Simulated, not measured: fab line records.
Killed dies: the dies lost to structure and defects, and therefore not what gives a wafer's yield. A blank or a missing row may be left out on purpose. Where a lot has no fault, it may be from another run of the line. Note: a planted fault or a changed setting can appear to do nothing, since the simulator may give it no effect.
fab line records	flow sfq_line
record lots=14	wafers=42	last_day=97
route steps=325 shown M0@36 M3@128 M4@159 I4@165
lots that met no fault: from a run of the same line without faults
start_h: start of the lot's first displayed wafer, in hours after the record's first day	wait_h: hours from the lot's prior step to this one	" unchanged from the row above	L1.1+2: a single row standing in for several wafers	- value missing, or start not given	* or withheld: withheld	< > ~ a bound
route shown NAME@n: a module of which the file shows steps, and the number in the route of the first	usual: mean and standard deviation over wafers with no fault	same: alike in all rows	chamber/n: place in a boat	sites: per-site readings	_std_site: how widely they spread, as a standard deviation	_edge_site: inner sites' mean taken away from outer sites' mean	radius_mm: for every site, how far away it sits from the centre of the wafer	mask NAME#n: copy n	behind: tool/chamber where the wafer was last shaped	hold: what put the lot on hold/how long, in hours/how the hold closed	device: the n, p or np transistor that did not switch	end of line: tests of these same wafers at the route's end	step lacking rows: just its recipe	killed: the dies lost at the first sort to structure and to defects; this is not the yield of the wafer	map: a wafer's dies, marking killed ones x, the rest . and places with no die _
set.NAME: setting as actually run; set.NAME@STEP: the setting as run at that earlier step	model.NAME: the simulator's own value behind a step, which no gauge read
route steps across a sampled set of lots; one table per step, one row per wafer
services: the hour from which a tool's chamber was out of use, counted from the record's first day as start_h (under 0 if before that day), plus the number of hours and why
## steps
# step SFQ_TRILAYER_M0_LITHO_PEB_024
# recipe peb_temp_c=115	peb_time_s=60	resist=KrF
# usual heater_power_total_W=79.16/0.065
lot.wafer	tool	chamber	start_h	wait_h	heater_power_total_W
L716.1	litho_track-03	0	317.08	1.0	79.17
L716.2	"	0	"	"	79.22
L716.5	"	0	"	"	79.07
L717.1	litho_track-03	0	323.54	1.0	79.22
L717.5	"	0	"	"	79.21
L717.6	"	0	"	"	79.20
L718.2	litho_track-04	0	331.97	0.8	79.19
L718.3	"	0	"	"	79.20
L718.6	"	0	"	"	79.20
L719.3	litho_track-03	0	339.19	0.7	79.16
L719.4	"	0	"	"	79.12
L719.6	"	0	"	"	79.19
L720.1	litho_track-03	0	348.74	1.0	79.16
L720.4	"	0	"	"	79.24
L720.5	"	0	"	"	78.97
L723.3	litho_track-04	0	387.57	0.7	79.19
L723.4	"	0	"	"	78.99
L723.5	"	0	"	"	79.19
L724.1	litho_track-03	0	391.12	1.0	79.16
L724.2	"	0	"	"	79.23
L724.3	"	0	"	"	79.18
L725.3	litho_track-01	0	398.37	0.7	79.25
L725.5	"	0	"	"	79.00
L725.6	"	0	"	"	79.17
L728.3	litho_track-03	0	417.57	0.7	79.09
L728.4	"	0	"	"	79.15
L728.5	"	0	"	"	79.19
L731.3	litho_track-04	0	458.62	0.7	79.22
L731.5	"	0	"	"	79.23
L731.6	"	0	"	"	79.23
L735.3	litho_track-04	0	488.62	0.7	86.59
L735.4	"	0	"	"	86.63
L735.5	"	0	"	"	86.54
L736.2	litho_track-04	0	494.72	0.8	86.64
L736.3	"	0	"	"	86.48
L736.4	"	0	"	"	86.39
L737.1	litho_track-03	0	501.89	1.0	79.19
L737.5	"	0	"	"	79.16
L737.6	"	0	"	"	79.17
L738.1	litho_track-01	0	510.29	1.0	79.19
L738.4	"	0	"	"	79.21
L738.6	"	0	"	"	79.21
# step SFQ_M3_OVL_MEAS_921
# usual M3_OVL=1/5.6
lot.wafer	tool	chamber	start_h	wait_h	M3_OVL[nm]
L716.1	overlay-01	-	1094.81	0.1	-4
L716.2	"	-	"	"	-8
L716.5	"	-	"	"	-4
L717.1	overlay-02	-	1102.01	0.1	-2
L717.5	"	-	"	"	3
L717.6	"	-	"	"	5
L718.2	overlay-02	-	1119.06	0.1	-2
L718.3	"	-	"	"	4
L718.6	"	-	"	"	-2
L719.3	overlay-02	-	1143.71	0.1	-1
L719.4	"	-	"	"	-7
L719.6	"	-	"	"	1
L720.1	overlay-01	-	1152.10	0.1	11
L720.4	"	-	"	"	12
L720.5	"	-	"	"	11
L723.3	overlay-01	-	1193.16	0.1	0
L723.4	"	-	"	"	-5
L723.5	"	-	"	"	1
L724.1	overlay-01	-	1199.15	0.1	-3
L724.2	"	-	"	"	-5
L724.3	"	-	"	"	-6
L725.3	overlay-01	-	1205.16	0.1	-2
L725.5	"	-	"	"	1
L725.6	"	-	"	"	6
L728.3	overlay-01	-	1231.56	0.1	3
L728.4	"	-	"	"	-2
L728.5	"	-	"	"	4
L731.3	overlay-01	-	1273.61	0.1	21
L731.5	"	-	"	"	14
L731.6	"	-	"	"	14
L735.3	overlay-01	-	1284.65	0.1	3
L735.4	"	-	"	"	8
L735.5	"	-	"	"	4
L736.2	overlay-02	-	1296.66	0.1	-8
L736.3	"	-	"	"	-11
L736.4	"	-	"	"	-2
L737.1	overlay-02	-	1308.85	0.1	-8
L737.5	"	-	"	"	-5
L737.6	"	-	"	"	-6
L738.1	overlay-02	-	1314.43	0.1	12
L738.4	"	-	"	"	3
L738.6	"	-	"	"	7
# step SFQ_TRILAYER_M4_BARC_OPEN_METAL_ETCH_123
# recipe mask_material=PR	chemistry=O2	target_depth_nm=125	target=BARC	icp_w=600	bias_w=80	pressure_mtorr=10	time_s=41.7
# usual drypump_motor_current_A=5.6/0.53	oes_product_au=0.685/0.0045	rf_fwd_power_W=593/3
# same time_s=41.7
lot.wafer	tool	chamber	start_h	wait_h	drypump_motor_current_A	oes_product_au	rf_fwd_power_W	rf_hours_counter_h
L716.1	rie_metal-04	1	1276.36	0.0	6.2	0.678	594	115
L716.2	"	0	"	"	5.6	0.684	595	57
L716.5	"	0	"	"	5.6	0.687	594	-
L717.1	rie_metal-03	0	1279.96	0.0	5.6	0.681	587	87
L717.5	"	0	"	"	5.6	0.685	590	-
L717.6	"	1	"	"	4.8	0.687	592	-
L718.2	rie_metal-04	0	1283.56	0.0	5.6	0.685	595	59
L718.3	"	0	"	"	5.6	0.689	597	-
L718.6	"	0	"	"	5.6	0.679	596	-
L719.3	rie_metal-02	1	1299.18	0.0	6.3	0.686	588	-
L719.4	"	0	"	"	6.0	0.686	593	-
L719.6	"	0	"	"	6.0	0.685	592	-
L720.1	rie_metal-04	1	1308.56	0.0	6.2	0.689	588	120
L720.4	"	0	"	"	5.6	0.687	597	-
L720.5	"	1	"	"	6.2	0.686	586	-
L723.3	rie_metal-02	0	1349.43	0.0	6.1	0.683	592	-
L723.4	"	1	"	"	6.3	0.692	590	-
L723.5	"	0	"	"	6.1	0.688	589	-
L724.1	rie_metal-04	1	1354.19	0.0	6.2	0.678	593	126
L724.2	"	0	"	"	5.5	0.686	595	68
L724.3	"	1	"	"	6.2	0.686	590	-
L725.3	rie_metal-04	0	1361.45	0.1	5.6	0.687	594	-
L725.5	"	0	"	"	5.6	0.682	593	-
L725.6	"	0	"	"	5.6	0.683	596	-
L728.3	rie_metal-04	1	1391.43	0.0	6.2	0.688	593	-
L728.4	"	0	"	"	5.6	0.689	594	-
L728.5	"	0	"	"	5.6	0.681	596	-
L731.3	rie_metal-04	0	1459.93	0.0	5.6	0.693	599	-
L731.5	"	0	"	"	5.5	0.681	597	-
L731.6	"	1	"	"	6.2	0.680	592	-
L735.3	rie_metal-03	0	1465.93	0.0	5.5	0.694	588	-
L735.4	"	1	"	"	4.8	0.685	593	-
L735.5	"	1	"	"	4.8	0.682	591	-
L736.2	rie_metal-02	0	1467.11	0.0	6.0	0.688	591	60
L736.3	"	0	"	"	6.0	0.687	593	-
L736.4	"	1	"	"	6.3	0.681	588	-
L737.1	rie_metal-03	1	1469.51	0.0	4.8	0.688	595	39
L737.5	"	1	"	"	4.8	0.686	595	-
L737.6	"	1	"	"	4.8	0.683	592	-
L738.1	rie_metal-03	1	1471.91	0.0	4.9	0.686	593	40
L738.4	"	1	"	"	4.8	0.680	597	-
L738.6	"	1	"	"	4.8	0.688	596	-
# step SFQ_I4_BOW_MEAS_927
# recipe mode=bow
# usual I4_BOW=6/9.2
lot.wafer	tool	chamber	start_h	wait_h	I4_BOW[um]
L716.1	film_metro-03	-	1280.40	2.5	5
L716.2	"	-	"	"	2
L716.5	"	-	"	"	8
L717.1	film_metro-04	-	1286.40	1.5	21
L717.5	"	-	"	"	14
L717.6	"	-	"	"	10
L718.2	film_metro-03	-	1290.29	2.0	7
L718.3	"	-	"	"	-6
L718.6	"	-	"	"	-5
L719.3	film_metro-03	-	1303.24	1.0	2
L719.4	"	-	"	"	2
L719.6	"	-	"	"	0
L720.1	film_metro-03	-	1312.59	1.5	7
L720.4	"	-	"	"	4
L720.5	"	-	"	"	11
L723.3	film_metro-04	-	1353.49	1.0	12
L723.4	"	-	"	"	19
L723.5	"	-	"	"	16
L724.1	film_metro-04	-	1358.23	2.5	16
L724.2	"	-	"	"	6
L724.3	"	-	"	"	-5
L725.3	film_metro-03	-	1366.27	2.5	1
L725.5	"	-	"	"	3
L725.6	"	-	"	"	-2
L728.3	film_metro-03	-	1395.49	1.5	3
L728.4	"	-	"	"	-12
L728.5	"	-	"	"	2
L731.3	film_metro-04	-	1465.78	1.5	9
L731.5	"	-	"	"	13
L731.6	"	-	"	"	2
L735.3	film_metro-04	-	1474.78	2.5	16
L735.4	"	-	"	"	13
L735.5	"	-	"	"	8
L736.2	film_metro-02	-	1475.96	2.0	-2
L736.3	"	-	"	"	-1
L736.4	"	-	"	"	-5
L737.1	film_metro-04	-	1478.94	1.0	6
L737.5	"	-	"	"	17
L737.6	"	-	"	"	17
L738.1	film_metro-04	-	1481.94	2.5	6
L738.4	"	-	"	"	-2
L738.6	"	-	"	"	15
## services
tool	chamber	start_h	hours	kind
rie_metal-04	0	308.52	43.5	repair
rie_metal-04	-	374.18	1.4	pm
rie_metal-03	-	389.46	14.6	pm
rie_metal-03	-	404.06	28.1	pm
rie_metal-02	-	430.57	2.8	pm
rie_metal-04	-	519.83	0.7	repair
rie_metal-04	-	538.65	2.8	pm
rie_metal-02	0	540.85	14.8	repair
rie_metal-04	1	558.52	7.9	repair
rie_metal-04	-	702.65	0.9	repair
rie_metal-04	-	731.14	1.0	repair
rie_metal-02	1	761.60	1.5	repair
rie_metal-04	1	789.71	1.1	repair
rie_metal-04	-	795.78	0.7	repair
rie_metal-03	-	818.88	1.5	repair
rie_metal-02	-	932.28	0.6	repair
rie_metal-02	-	1077.44	1.4	pm
rie_metal-02	-	1169.69	4.3	pm
rie_metal-03	-	1176.46	2.8	pm
rie_metal-04	0	1195.77	11.2	repair
rie_metal-03	-	1200.11	1.3	repair
rie_metal-02	1	1242.44	1.6	repair
rie_metal-04	-	1393.88	1.0	repair
rie_metal-03	0	1469.44	3.2	repair
## key
first_sign step=SFQ_TRILAYER_M0_LITHO_PEB_024	reading=heater_power_total_W	direction=up	sigmas=99+	usual=79.16	struck=86.55
effect none on later readings
met_at SFQ_TRILAYER_M0_LITHO_PEB_024
struck_lots L735,L736
not_acting_at SFQ_M3_OVL_MEAS_921,SFQ_TRILAYER_M4_BARC_OPEN_METAL_ETCH_123,SFQ_I4_BOW_MEAS_927
onset_between 458.62 488.62
fault kind=process_parameter_drift	tool=litho_track-04	chamber=-	onset_h=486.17	steps=SFQ_TRILAYER_M0_LITHO_PEB_024	channel=peb_time_s	offset=*	shape=step	end_h=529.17	acts_in=*	stated=*
